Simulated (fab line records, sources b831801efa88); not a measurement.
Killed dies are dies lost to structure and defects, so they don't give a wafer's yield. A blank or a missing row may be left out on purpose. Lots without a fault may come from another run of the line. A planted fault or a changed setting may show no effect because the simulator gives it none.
Which tool did it? | flow sky130 | 11 lots, 33 wafers sampled, at 5 steps of a route of 708

WHAT THE GAUGES READ, wafer by wafer
SKY_LOCAL_INTERCONNECT_THK_MEAS_02: measures by xrf.
lot  | measured     | on            | LOCAL_INTERCONNECT_TIN_THK (nm)
L957 | day 29 18:33 | film_metro-02 | 100.2 101.0 100.7
L959 | day 30 05:41 | film_metro-01 | 99.2 99.3 99.8
L960 | day 31 07:34 | film_metro-04 | 100.2 101.1 100.9
L961 | day 31 13:44 | film_metro-01 | 99.9 99.6 99.0
L970 | day 34 07:50 | film_metro-02 | 99.4 99.4 99.0
L971 | day 34 14:59 | film_metro-01 | 99.5 99.3 99.0
L974 | day 35 17:15 | film_metro-01 | 100.2 100.8 100.4
L975 | day 35 21:51 | film_metro-01 | 100.7 100.4 101.2
L977 | day 36 04:57 | film_metro-01 | 98.5 98.0 98.8

WHICH TOOL RAN EACH LOT (tool, then ch and the chambers of the sampled wafers, then the start)
lot  | SKY_RES_XHIGH_STRIP_08               | SKY_LI_CONTACT_ETCH_14             | SKY_LI_CONTACT_ETCH_15             | SKY_LI_CONTACT_STRIP_16
L957 | plasma_asher-03 ch 0,1, day 27 06:57 | rie_diel-04 ch 0,1, day 29 17:11   | rie_diel-04 ch 0,1, day 29 17:14   | plasma_asher-01 ch 0,1, day 29 17:19
L959 | plasma_asher-03 ch 0,1, day 27 17:43 | rie_diel-04 ch 0,1,2, day 30 04:19 | rie_diel-04 ch 0,1,2, day 30 04:22 | plasma_asher-01 ch 0,1, day 30 04:27
L960 | plasma_asher-03 ch 0,1, day 28 20:34 | rie_diel-04 ch 1,3, day 31 06:13   | rie_diel-04 ch 1,3, day 31 06:15   | plasma_asher-01 ch 0,1, day 31 06:20
L961 | plasma_asher-03 ch 1, day 29 03:46   | rie_diel-04 ch 1,2,3, day 31 12:22 | rie_diel-04 ch 1,2,3, day 31 12:25 | plasma_asher-02 ch 0,1, day 31 12:30
L962 | plasma_asher-03 ch 0,1, day 29 10:16 | rie_diel-04 ch 2,3, day 31 18:46   | rie_diel-04 ch 2,3, day 31 18:48   | plasma_asher-01 ch 0,1, day 31 18:53
L963 | plasma_asher-03 ch 0,1, day 29 18:07 | rie_diel-04 ch 0,3, day 32 02:13   | rie_diel-04 ch 0,3, day 32 02:15   | plasma_asher-02 ch 0,1, day 32 02:20
L970 | plasma_asher-04 ch 0,1, day 31 22:58 | rie_diel-02 ch 2,3, day 34 06:30   | rie_diel-02 ch 2,3, day 34 06:32   | plasma_asher-03 ch 0,1, day 34 06:37
L971 | plasma_asher-03 ch 0,1, day 32 06:46 | rie_diel-04 ch 0,1, day 34 13:34   | rie_diel-04 ch 0,1, day 34 13:37   | plasma_asher-02 ch 0,1, day 34 13:42
L974 | plasma_asher-03 ch 0,1, day 33 09:07 | rie_diel-04 ch 1,2, day 35 15:53   | rie_diel-04 ch 1,2, day 35 15:56   | plasma_asher-03 ch 0,1, day 35 16:01
L975 | plasma_asher-02 ch 0,1, day 33 15:38 | rie_diel-04 ch 0,1,2, day 35 20:26 | rie_diel-04 ch 0,1,2, day 35 20:28 | plasma_asher-01 ch 0,1, day 35 20:35
L977 | plasma_asher-04 ch 0,1, day 33 22:04 | rie_diel-04 ch 0,1, day 36 03:35   | rie_diel-04 ch 0,1, day 36 03:38   | plasma_asher-03 ch 0,1, day 36 03:43
- SKY_RES_XHIGH_STRIP_08: strips in O2/N2.
- SKY_LI_CONTACT_ETCH_14: etches BARC in N2/H2, stops on SiO2, time 45.9 s, target depth 60 nm.
- SKY_LI_CONTACT_ETCH_15: etches PSG in C4F8/O2/Ar, stops on Si, target depth 600 nm.
- SKY_LI_CONTACT_STRIP_16: strips in O2/N2.

THE ANSWER, worked out from the rows above alone
Rule: what is usual is taken from the lots themselves. Put in order of their means at a reading, lots are off if they are a third of the lots or fewer, leave a main group of 4 or more, and stand apart from it by a gap of 3 or more times the standard deviation of the main group's means; of several such gaps the widest counts. A main group whose means are all the same, to the digits that the tables above print for the reading, isn't used. A lot without any number at a reading at which 4 lots or more have one is off too. The other lots that the step has rows for count as sound.
No lot is off at any reading shown: from this, nothing can be told.

WHAT THE SIMULATOR HAD PUT IN
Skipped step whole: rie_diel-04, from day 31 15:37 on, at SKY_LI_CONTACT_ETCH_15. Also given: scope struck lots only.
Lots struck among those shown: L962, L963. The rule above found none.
